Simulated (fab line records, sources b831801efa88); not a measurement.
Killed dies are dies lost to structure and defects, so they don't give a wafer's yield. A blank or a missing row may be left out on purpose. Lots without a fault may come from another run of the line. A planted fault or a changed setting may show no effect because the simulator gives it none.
fab line records | flow sky130
record lots=5 wafers=14 last_day=50
route steps=708 shown METAL2@495 VIA2@507 METAL3@532 PAD_OPEN@708
lots that met no fault: from a run of the same line without faults
start_h: hours from the record's first day to the start of the lot's first wafer shown | wait_h: hours since the lot's step before | " the same as in the row above | L1.1+2: a row that stands for several wafers | - no value, or no start given | * or withheld: withheld | < > ~ a bound
route shown NAME@n: a module of which the file shows steps, and the number in the route of the first | usual: mean/standard deviation of fault-free wafers | same: alike in all rows | chamber/n: place in a boat | sites: the reading at each site | _std_site: their standard deviation | _edge_site: outer sites' mean less inner sites' | radius_mm: how far each site lies from the wafer's centre | mask NAME#n: copy n | behind: the tool/chamber that last shaped the wafer | hold: why the lot was held/for how many hours/how that ended | device: the transistor (n, p or np) that didn't switch | end of line: the same wafers' tests at the end of the route | a step without rows: its recipe alone | killed: dies lost to structure and defects at the first sort, not the wafer's yield | map: a wafer's dies, x killed, . not, _ none there
set.NAME: the setting as run; set.NAME@STEP: as run at that earlier step | model.NAME: the simulator's own value behind a step, which no gauge read
lots at some steps of the route; a table a step, a row a wafer
services: from which hour (start_h, from the record's first day; less than 0 if before it) a tool's chamber was out of use, for how many hours, and why
## steps
# step SKY_METAL2_EXPOSE_12
# recipe mask_id=MM2 na=0.8 source_shape=annular sigma_inner=0.55 sigma_outer=0.85 target_cd_nm=140 dose_mj=28
# step SKY_METAL2_PEB_13
# recipe peb_temp_c=withheld peb_time_s=withheld resist=KrF-thick
# step SKY_METAL2_DEVELOP_14
# recipe develop_time_s=60 resist=KrF-thick dev_temp_c=21
# step SKY_METAL2_DESCUM_17
# recipe chemistry=O2 source_power_w=150 bias_power_w=0 pressure_mtorr=10 temp_c=40 time_s=8
# step SKY_METAL2_ETCH_18
# recipe chemistry=N2/H2 target=BARC ion_energy_ev=200 bias_w=100 pressure_mtorr=30 n2_flow_sccm=100 h2_flow_sccm=200 icp_w=500 stop_on=SiO2 time_s=45.9 target_depth_a=600
# step SKY_METAL2_METAL_ETCH_19
# recipe target_depth_a=3600 stop_on=SiO2 over_etch_frac=0.3 time_s=78 chemistry=Cl2/BCl3 resist_sidewall_deg=88 pressure_mtorr=10 icp_w=900 bias_w=48.5 Cl2_flow_sccm=60 bcl3_flow_sccm=30
# step SKY_METAL2_STRIP_20
# recipe chemistry=O2/N2 power_w=1400 pressure_mtorr=1500 platen_temp_c=withheld o2_flow_sccm=3000 n2_flow_sccm=300 overash_fraction=0.5
# step SKY_METAL2_STRIP_21
# recipe chemistry=post_etch_residue_remover time_s=1200 temp_c=72.5
# step SKY_METAL2_CLEAN_22
# recipe chemistry=IPA time_s=180 temp_c=25
# step SKY_METAL2_CLEAN_23
# recipe chemistry=O3/DIW dry=n2_spin
# step SKY_VIA2_HDPCVD_00
# recipe material=SiO2 target_thk_nm=1180 sigma_open_frac=0.3 time_s=196.7 temp_c=400 sih4_flow_sccm=60 pressure_mtorr=6
# columns lot.wafer tool chamber start_h wait_h model.SiO2_of_VIA2_HDPCVD_00.thk_nm
L531.1 hdpcvd-01 1 831.10 0.0 1185
L531.5 " 1 " " 1177
L531.6 " 2 " " 1169
L538.1 hdpcvd-01 2 893.41 0.0 331.8
L538.3 " 1 " " 1184
L538.5 " 1 " " 1183
L539.2 hdpcvd-01 2 901.08 0.0 1174
L539.6 " 1 " " 351.1
L542.2 hdpcvd-01 2 924.80 0.0 1186
L542.3 " 1 " " 1180
L542.6 " 0 " " 353.1
L548.1 hdpcvd-02 0 961.69 0.0 1181
L548.2 " 2 " " 1199
L548.5 " 0 " " 1191
# step SKY_VIA2_THK_MEAS_01
# recipe reads=SiO2_of_VIA2_HDPCVD_00
# usual VIA2_HDPCVD_THK=1180/12
# columns lot.wafer tool chamber start_h wait_h VIA2_HDPCVD_THK[nm]
L531.1 film_metro-02 - 831.23 0.1 1185
L531.5 " - " " 1178
L531.6 " - " " 1169
L538.1 film_metro-01 - 893.54 0.1 332
L538.3 " - " " 1183
L538.5 " - " " 1183
L539.2 film_metro-04 - 901.22 0.1 1173
L539.6 " - " " 351
L542.2 film_metro-02 - 924.94 0.1 1186
L542.3 " - " " 1179
L542.6 " - " " 353
L548.1 film_metro-01 - 961.81 0.1 1181
L548.2 " - " " 1200
L548.5 " - " " 1191
# step SKY_VIA2_CMP_02
# recipe material=SiO2 down_force_psi=4 platen_rpm=60 pad_velocity_m_s=0.94248
# step SKY_VIA2_DEHYDRATE_04
# recipe temp_c=200 time_s=60
# step SKY_VIA2_HMDS_05
# recipe prime_time_s=60 prime_temp_c=120
# step SKY_VIA2_COAT_06
# recipe resist=BARC temp_c=withheld time_s=withheld spin_rpm=3000 resist_thk_nm=60
# step SKY_VIA2_COAT_07
# recipe resist=KrF-thick spin_rpm=3000 resist_thk_nm=450
# step SKY_VIA2_SOFTBAKE_08
# recipe temp_c=100 time_s=90 resist=KrF-thick
# step SKY_VIA2_EXPOSE_09
# recipe mask_id=VIM2 na=0.8 source_shape=annular sigma_inner=0.55 sigma_outer=0.85 target_cd_nm=200 dose_mj=38
# step SKY_VIA2_PEB_10
# recipe peb_temp_c=withheld peb_time_s=withheld resist=KrF-thick
# step SKY_VIA2_DEVELOP_11
# recipe develop_time_s=60 resist=KrF-thick dev_temp_c=21
# step SKY_VIA2_ETCH_14
# recipe chemistry=N2/H2 target=BARC ion_energy_ev=200 source_w=500 bias_w=100 pressure_mtorr=30 n2_flow_sccm=100 h2_flow_sccm=200 stop_on=SiO2 time_s=45.9 target_depth_a=600
# step SKY_VIA2_ETCH_15
# recipe target=SiO2 chemistry=C4F8/O2/Ar target_depth_nm=546 stop_on=TiN mask_material=KrF-thick source_w=1500 bias_w=1200 pressure_mtorr=40 c4f8_flow_sccm=withheld O2_flow_sccm=6 Ar_flow_sccm=300 time_s=84
# usual oes_product_au=0.939/0.0048
# columns lot.wafer tool chamber start_h wait_h oes_product_au rf_hours_counter_h model.etch.depth_nm model.VIA2.feature_depth_nm
L531.1 rie_diel-01 2 858.62 0.0 0.934 18 495.3 495.3
L531.5 " 0 " " 0.931 - 495.5 495.5
L531.6 " 3 " " 0.950 - 494.9 494.9
L538.1 rie_diel-01 2 919.86 0.0 0.751 21 331.8 331.8
L538.3 " 1 " " 0.945 9 495.2 495.2
L538.5 " 2 " " 0.927 - 493.7 493.7
L539.2 rie_diel-04 1 927.91 0.0 0.945 10 494.7 494.7
L539.6 " 1 " " 0.780 - 351.1 351.1
L542.2 rie_diel-04 1 950.62 0.0 0.940 11 495.2 495.2
L542.3 " 2 " " 0.941 18 495.7 495.7
L542.6 " 3 " " 0.784 - 353.1 353.1
L548.1 rie_diel-04 3 986.77 0.0 0.938 9 494.9 494.9
L548.2 " 1 " " 0.939 12 495.1 495.1
L548.5 " 2 " " 0.933 - 494.6 494.6
# step SKY_VIA2_STRIP_16
# recipe chemistry=O2/N2 power_w=1400 pressure_mtorr=1500 platen_temp_c=withheld o2_flow_sccm=3000 n2_flow_sccm=300 overash_fraction=0.5
# step SKY_VIA2_STRIP_17
# recipe chemistry=post_etch_residue_remover time_s=1200 temp_c=72.5
# step SKY_VIA2_CLEAN_18
# recipe chemistry=IPA time_s=180 temp_c=25
# step SKY_VIA2_CLEAN_19
# recipe chemistry=O3/DIW dry=n2_spin
# step SKY_VIA2_SPUTTER_20
# recipe material=TiN target_thk_nm=20 chamber_pressure_pa=5 power_w=4000 time_s=80
# step SKY_VIA2_CVD_21
# recipe material=W target_thk_nm=420 time_s=126.4 temp_c=400 pressure_torr=40
# step SKY_VIA2_CMP_24
# recipe stop_on=SiO2 t_overpolish_s=20 down_force_psi=3.5 platen_rpm=60 target_thk_nm=0 pad_velocity_m_s=0.94248
# step SKY_METAL3_SPUTTER_00
# recipe material=Ti target_thk_nm=15 power_w=3000 time_s=10 chamber_pressure_pa=0.4
# step SKY_METAL3_SPUTTER_01
# recipe material=TiN target_thk_nm=20 power_w=6500 time_s=16.7 chamber_pressure_pa=0.4
# step SKY_METAL3_SPUTTER_02
# recipe material=AlCu target_thk_nm=735 power_w=10600 time_s=39.1 chamber_pressure_pa=0.4
# step SKY_METAL3_SPUTTER_03
# recipe material=Ti target_thk_nm=5 power_w=3000 time_s=3.3 chamber_pressure_pa=0.4
# step SKY_METAL3_SPUTTER_04
# recipe material=TiN target_thk_nm=70 power_w=6500 time_s=58.3 chamber_pressure_pa=0.4
# step SKY_METAL3_METAL_ETCH_18
# recipe target_depth_a=8450 stop_on=SiO2 over_etch_frac=0.3 time_s=183.1 chemistry=Cl2/BCl3 resist_sidewall_deg=88 pressure_mtorr=10 icp_w=900 bias_w=48.5 Cl2_flow_sccm=60 bcl3_flow_sccm=30
# usual drypump_motor_current_A=5.7/0.41 oes_product_au=0.865/0.0067 throttle_valve_pct=22.265/0.0095
# columns lot.wafer tool chamber start_h wait_h drypump_motor_current_A oes_product_au rf_hours_counter_h throttle_valve_pct model.SiO2_of_VIA2_HDPCVD_00.thk_nm
L531.1 rie_metal-03 0 912.76 0.0 5.5 0.866 16 22.279 465.8
L531.5 " 0 " " 5.5 0.870 - 22.250 465.8
L531.6 " 1 " " 6.3 0.877 - 22.271 465.3
L538.1 rie_metal-04 1 972.02 0.0 5.2 0.864 11 22.268 302.2
L538.3 " 0 " " 5.5 0.876 - 22.254 465.2
L538.5 " 0 " " 5.5 0.875 - 22.261 463.1
L539.2 rie_metal-04 1 979.92 0.0 5.2 0.877 11 22.261 465.4
L539.6 " 1 " " 5.2 0.875 - 22.267 321.9
L542.2 rie_metal-03 1 1001.57 0.0 6.2 0.861 12 22.278 465.9
L542.3 " 0 " " 5.5 0.861 - 22.270 466.5
L542.6 " 1 " " 6.3 0.865 - 22.265 323.8
L548.1 rie_metal-03 0 1035.67 0.0 5.5 0.861 23 22.256 465
L548.2 " 1 " " 6.3 0.859 14 22.254 465.2
L548.5 " 1 " " 6.3 0.862 - 22.264 464.8
# step SKY_PAD_OPEN_PROBE_99
# usual defect_limited_yield=82.3/1.8 killed_at_M0_to_M3=43/6 killed_at_M4_up=3.2/1.9 killed_at_contacts=25/5.4 killed_at_front_end=15/4.5 killed_at_other=0.3/0.59 killed_dies=87/8.7 killed_open=47/6.7 killed_short=39/5.7
# same gross_dies=492 killed_at_back_side=0
# columns lot.wafer tool chamber start_h wait_h defect_limited_yield[%] killed_at_M0_to_M3 killed_at_M4_up killed_at_contacts killed_at_front_end killed_at_other killed_dies killed_open killed_short model.etest.tester.sort_n_pass model.etest.tester.sort_yield_pct model.etest.tester.sort_bin_3_pct model.etest.met3_comb.leak_log10_a_um model.etest.via2_chain.rc_ohm model.etest.tester.sort_bin_8_pct
L531.1 prober-02 - 1086.74 0.1 81.7 43 7 23 16 1 90 53 37 402 81.71 0.813 -12.03 9.885 0
L531.5 prober-02 - 1086.94 0.2 81.1 43 4 28 18 0 93 49 44 399 81.1 0.6098 -11.8 10.15 0
L531.6 prober-02 - 1086.99 0.2 85.2 34 1 26 10 2 73 48 25 419 85.16 0.4065 -12.04 10.15 0
L538.1 prober-01 - 1135.41 0.1 82.7 41 2 27 15 0 85 42 43 256 52.03 31.5 -7.235 9.434 1.143e-06
L538.3 prober-01 - 1135.51 0.2 83.7 35 4 23 18 0 80 42 38 412 83.74 0.4065 -11.88 9.773 0
L538.5 prober-01 - 1135.61 0.2 81.3 44 3 34 11 0 92 42 50 400 81.3 0.813 -11.95 10.17 0
L539.2 prober-02 - 1140.11 0.1 85.2 34 2 21 16 0 73 37 35 419 85.16 0.4065 -12.02 9.94 0
L539.6 prober-02 - 1140.31 0.2 81.3 37 3 29 23 0 92 44 48 236 47.97 33.74 -7.25 9.49 0.0003973
L542.2 prober-01 - 1160.78 0.1 80.9 48 5 24 17 0 94 59 35 398 80.89 1.22 -11.88 9.773 0
L542.3 prober-01 - 1160.83 0.2 84.3 38 4 25 10 0 77 36 41 415 84.35 0.4065 -11.94 10.12 0
L542.6 prober-01 - 1160.98 0.2 82.9 51 3 21 9 0 84 44 40 248 50.41 34.15 -7.213 9.421 1.997e-06
L548.1 prober-01 - 1188.19 0.1 80.7 49 2 26 18 0 95 48 47 397 80.69 1.22 -12.08 10.9 0
L548.2 prober-01 - 1188.24 0.1 78.5 58 5 18 25 0 106 56 50 386 78.46 1.22 -11.98 9.994 0
L548.5 prober-01 - 1188.39 0.2 81.7 44 1 26 19 0 90 44 46 402 81.71 1.22 -12.01 10.08 0
# killed by level:class
L531.1 VIA1:geometric_particle:open=17 LI_CONTACT:geometric_particle:open=10 CONTACT:geometric_particle:open=7 METAL4:geometric_particle:short=6 METAL2:geometric_particle:short=6 POLY_GATE:geometric_particle:open=5 LI_CONTACT:geometric_particle:short=5 METAL1:geometric_particle:short=5
L531.5 LI_CONTACT:geometric_particle:open=11 VIA2:geometric_particle:open=9 CONTACT:geometric_particle:open=8 VIA1:geometric_particle:open=8 FIELD_ISO:geometric_particle:short=7 METAL1:geometric_particle:short=5 POLY_GATE:geometric_particle:short=4 LOCAL_INTERCONNECT:geometric_particle:short=4
L531.6 VIA1:geometric_particle:open=11 CONTACT:geometric_particle:open=9 LI_CONTACT:geometric_particle:open=8 VIA2:geometric_particle:short=5 VIA3:geometric_particle:open=5 LI_CONTACT:geometric_particle:short=4 VIA2:geometric_particle:open=4 FIELD_ISO:geometric_particle:open=3
L538.1 LI_CONTACT:geometric_particle:open=9 CONTACT:geometric_particle:open=8 VIA2:geometric_particle:short=6 VIA1:geometric_particle:short=6 VIA3:geometric_particle:short=6 VIA3:geometric_particle:open=6 CONTACT:geometric_particle:short=5 VIA1:geometric_particle:open=5
L538.3 CONTACT:geometric_particle:open=9 POLY_GATE:geometric_particle:short=7 VIA2:geometric_particle:open=7 VIA1:geometric_particle:open=6 VIA3:geometric_particle:open=6 FIELD_ISO:geometric_particle:open=4 METAL4:geometric_particle:short=4 LI_CONTACT:geometric_particle:open=4
L538.5 LI_CONTACT:geometric_particle:open=10 LOCAL_INTERCONNECT:geometric_particle:short=9 VIA1:geometric_particle:open=8 METAL1:geometric_particle:short=8 VIA1:geometric_particle:short=8 VIA3:geometric_particle:open=7 CONTACT:geometric_particle:open=6 CONTACT:geometric_particle:short=6
L539.2 VIA1:geometric_particle:open=7 VIA1:geometric_particle:short=7 CONTACT:geometric_particle:short=6 CONTACT:geometric_particle:open=6 FIELD_ISO:geometric_particle:open=5 VIA3:geometric_particle:short=5 LI_CONTACT:geometric_particle:short=4 VIA2:geometric_particle:open=4
L539.6 FIELD_ISO:geometric_particle:short=10 CONTACT:geometric_particle:open=10 FIELD_ISO:geometric_particle:open=7 LI_CONTACT:geometric_particle:open=7 METAL1:geometric_particle:short=7 VIA3:geometric_particle:open=7 CONTACT:geometric_particle:short=6 LOCAL_INTERCONNECT:geometric_particle:short=4
L542.2 VIA1:geometric_particle:open=13 METAL2:geometric_particle:short=12 LI_CONTACT:geometric_particle:open=11 CONTACT:geometric_particle:open=10 VIA3:geometric_particle:open=7 FIELD_ISO:geometric_particle:short=4 POLY_GATE:geometric_particle:short=4 METAL1:geometric_particle:short=4
L542.3 LI_CONTACT:geometric_particle:open=8 CONTACT:geometric_particle:open=7 METAL2:geometric_particle:short=7 VIA2:geometric_particle:open=6 METAL1:geometric_particle:short=5 FIELD_ISO:geometric_particle:short=4 LI_CONTACT:geometric_particle:short=4 CONTACT:geometric_particle:short=4
L542.6 VIA3:geometric_particle:open=10 VIA1:geometric_particle:short=9 LI_CONTACT:geometric_particle:open=8 METAL1:geometric_particle:short=7 VIA2:geometric_particle:open=7 VIA1:geometric_particle:open=7 CONTACT:geometric_particle:open=5 VIA3:geometric_particle:short=5
L548.1 CONTACT:geometric_particle:open=15 VIA1:geometric_particle:open=11 FIELD_ISO:geometric_particle:short=8 LOCAL_INTERCONNECT:geometric_particle:short=6 METAL1:geometric_particle:short=6 VIA3:geometric_particle:open=6 METAL3:geometric_particle:short=6 VIA1:geometric_particle:short=5
L548.2 VIA1:geometric_particle:open=12 METAL1:geometric_particle:short=11 FIELD_ISO:geometric_particle:open=9 VIA1:geometric_particle:short=8 VIA3:geometric_particle:open=6 POLY_GATE:geometric_particle:short=5 POLY_GATE:geometric_particle:open=5 LI_CONTACT:geometric_particle:open=5
L548.5 VIA1:geometric_particle:open=12 CONTACT:geometric_particle:short=9 CONTACT:geometric_particle:open=7 VIA2:geometric_particle:open=7 VIA1:geometric_particle:short=7 POLY_GATE:geometric_particle:short=5 LI_CONTACT:geometric_particle:open=5 LOCAL_INTERCONNECT:geometric_particle:short=5
## services
# columns tool chamber start_h hours kind
rie_diel-04 - 825.39 0.6 repair
rie_diel-04 1 829.96 9.1 repair
rie_metal-04 - 842.63 0.7 repair
hdpcvd-02 - 850.63 2.8 pm
rie_diel-04 3 875.23 5.5 repair
rie_metal-04 0 882.02 5.4 repair
rie_diel-01 3 896.30 2.6 repair
rie_metal-04 - 950.01 14.6 pm
hdpcvd-01 - 950.25 15.0 pm
hdpcvd-01 0 950.25 24.0 vent_cycle
hdpcvd-01 1 950.25 15.0 vent_cycle
hdpcvd-01 2 950.25 15.0 vent_cycle
hdpcvd-01 0 963.09 11.1 repair
hdpcvd-01 0 965.25 - clean
hdpcvd-01 1 965.25 - clean
hdpcvd-01 2 965.25 - clean
rie_diel-04 1 967.04 4.1 repair
rie_diel-04 - 971.53 2.8 pm
hdpcvd-01 1 998.53 4.5 repair
rie_metal-04 - 1023.55 2.8 pm
rie_diel-04 1 1024.82 17.9 repair
rie_diel-01 3 1025.70 4.2 repair
rie_diel-04 3 1034.18 5.4 repair
## key
first_sign step=SKY_VIA2_THK_MEAS_01 reading=VIA2_HDPCVD_THK direction=down sigmas=68 usual=1180 struck=345
effect step=SKY_VIA2_ETCH_15 reading=oes_product_au direction=down sigmas=35 usual=0.939 struck=0.772
model_effect step=SKY_VIA2_HDPCVD_00 value=SiO2_of_VIA2_HDPCVD_00.thk_nm without=1174 struck=345.4
model_effect step=SKY_VIA2_ETCH_15 value=etch.depth_nm without=494.8 struck=345.4
model_effect step=SKY_METAL3_METAL_ETCH_18 value=SiO2_of_VIA2_HDPCVD_00.thk_nm without=465.4 struck=316
model_effect step=SKY_PAD_OPEN_PROBE_99 value=etest.tester.sort_n_pass without=405 struck=246.7
met_at SKY_VIA2_HDPCVD_00
struck_wafers L538.1,L539.6,L542.6
onset_between 831.10 893.41
fault kind=process_parameter_drift tool=hdpcvd-01 chamber=- onset_h=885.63 steps=SKY_VIA2_HDPCVD_00 channel=target_thk_nm offset=-828.86 shape=step end_h=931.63 scope=struck_wafers_only acts_in=these_recipes_only stated=1180
